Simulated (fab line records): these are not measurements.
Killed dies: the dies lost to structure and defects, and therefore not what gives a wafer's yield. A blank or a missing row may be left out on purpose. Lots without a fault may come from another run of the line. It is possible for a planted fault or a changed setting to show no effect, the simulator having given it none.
Which tool was responsible?	flow gf180mcu	14 lots with 42 wafers sampled at 3 steps, on a route of 602 steps

## WHAT THE GAUGES READ, wafer by wafer
GF_VT_IMPLANT_TW_MEAS_32. Usual: VT_IMPLANT_3_TW typically reads 269.3, with standard deviation 2.2.
lot	measured	on	VT_IMPLANT_3_TW	flag
L528	day 7 04:20	film metro-03	266.7 269.7 267.3	
L530	day 7 18:31	film metro-03	268.2 267.1 267.4	
L531	day 7 22:27	film metro-03	267.9 267.3 268.2	
L532	day 8 06:05	film metro-02	267.1 268.2 267.2	
L533	day 8 11:33	film metro-04	270.8 270.8 269.7	
L534	day 8 18:23	film metro-02	267.2 268.5 268.1	
L535	day 9 00:58	film metro-04	271.8 270.1 271.0	
L539	day 10 03:46	film metro-04	271.5 272.4 272.4	
L540	day 10 11:01	film metro-02	268.9 269.0 269.2	
L541	day 10 17:14	film metro-02	271.6 270.4 269.1	
L542	day 10 22:32	film metro-02	269.6 270.0 269.6	
L545	day 11 18:00	film metro-02	269.2 270.5 268.6	
L546	day 12 00:55	film metro-03	266.8 266.5 266.1	
L547	day 12 05:44	film metro-03	266.3 266.2 267.8	

GF_VT_IMPLANT_RS_MEAS_46: measures by four-point-probe. Usual: MVSD_RS typically reads 456.4 ohm/sq, with standard deviation 1.2.
lot	measured	on	MVSD_RS (ohm/sq)	flag
L528	day 7 20:16	film metro-01	456.3 455.5 456.4	
L530	day 8 10:07	film metro-02	457.2 457.4 456.6	
L531	day 8 15:37	film metro-03	455.8 454.3 455.1	
L532	day 8 23:24	film metro-01	456.9 456.9 456.3	
L533	day 9 04:58	film metro-01	457.2 456.6 457.5	
L534	day 9 11:48	film metro-01	457.6 459.3 457.0	
L535	day 9 18:13	film metro-03	455.2 455.1 454.2	
L539	day 10 21:52	film metro-01	458.0 456.7 457.5	
L540	day 11 06:01	film metro-02	454.6 455.1 454.9	
L541	day 11 11:37	film metro-02	455.4 455.8 455.2	
L542	day 11 16:57	film metro-03	457.7 458.1 456.9	
L545	day 12 13:26	film metro-02	456.6 457.2 456.1	
L546	day 12 20:27	film metro-02	458.4 457.4 459.2	
L547	day 13 01:21	film metro-03	455.9 454.3 454.7	

## WHICH TOOL RAN EACH LOT (tool, then ch and the chambers of the sampled wafers, then the start)
lot	GF_VT_IMPLANT_STRIP_31
L528	plasma asher-03 ch 0,1, day 7 04:14
L530	plasma asher-02 ch 0,1, day 7 18:25
L531	plasma asher-03 ch 0,1, day 7 22:20
L532	plasma asher-04 ch 0,1, day 8 05:59
L533	plasma asher-03 ch 0,1, day 8 11:26
L534	plasma asher-03 ch 0,1, day 8 18:17
L535	plasma asher-03 ch 0,1, day 9 00:52
L539	plasma asher-02 ch 0,1, day 10 03:40
L540	plasma asher-02 ch 0,1, day 10 10:55
L541	plasma asher-03 ch 0,1, day 10 17:08
L542	plasma asher-02 ch 0,1, day 10 22:26
L545	plasma asher-03 ch 0,1, day 11 17:53
L546	plasma asher-04 ch 0,1, day 12 00:49
L547	plasma asher-03 ch 0,1, day 12 05:38
- GF_VT_IMPLANT_STRIP_31: strips in O2/N2.

## WHAT THE TOOLS THEMSELVES READ (means of the sampled wafers that have a number; where no wafer has one, the mark that the record gives instead)
GF_VT_IMPLANT_STRIP_31. Usual: drypump motor current A 5.5 A, standard deviation 0.74; heater power w 333 W, standard deviation 34; oes product au 0.716 a.u., standard deviation 0.0047; platen temp c 249.96 C, standard deviation 0.19; strip time to endpoint s 12.63 s, standard deviation 0.037.
lot	tool	drypump motor current A (A)	heater power w (W)	oes product au (a.u.)	platen temp c (C)	strip time to endpoint s (s)	flag
L528	plasma asher-03	4.8	335	0.714	250.08	12.63	
L530	plasma asher-02	6.3	331	0.716	249.99	12.59	
L531	plasma asher-03	4.8	336	0.723	249.90	12.63	
L532	plasma asher-04	6.1	379	0.712	249.98	12.59	
L533	plasma asher-03	5.0	311	0.714	249.93	12.63	
L534	plasma asher-03	4.9	329	0.714	249.94	12.58	
L535	plasma asher-03	4.8	335	0.717	249.85	12.66	
L539	plasma asher-02	5.8	338	0.716	250.01	12.62	
L540	plasma asher-02	5.9	335	0.716	249.80	12.62	
L541	plasma asher-03	5.0	310	0.718	249.94	12.68	
L542	plasma asher-02	6.3	329	0.716	249.92	12.64	
L545	plasma asher-03	5.0	309	0.718	250.09	12.65	
L546	plasma asher-04	6.1	374	0.715	250.11	12.62	
L547	plasma asher-03	5.0	304	0.716	249.70	12.55	

## THE ANSWER, worked out from the rows above alone
Rule: lot off if the mean of its wafers having a number is beyond 3 standard deviations from the usual mean. A lot without any number at a reading at which 4 lots or more have one is off too. Any other lot the step has rows for is counted as sound. The gauges are gone through in route order, then the tools' own readings, and for those a lot's mean is taken as printed above. At the first step where some lot is off, the reading lying furthest off is the one used; lots without a number count as furthest.
Nothing can be told from this: no lot is off at any reading shown.

## WHAT THE SIMULATOR PUT IN
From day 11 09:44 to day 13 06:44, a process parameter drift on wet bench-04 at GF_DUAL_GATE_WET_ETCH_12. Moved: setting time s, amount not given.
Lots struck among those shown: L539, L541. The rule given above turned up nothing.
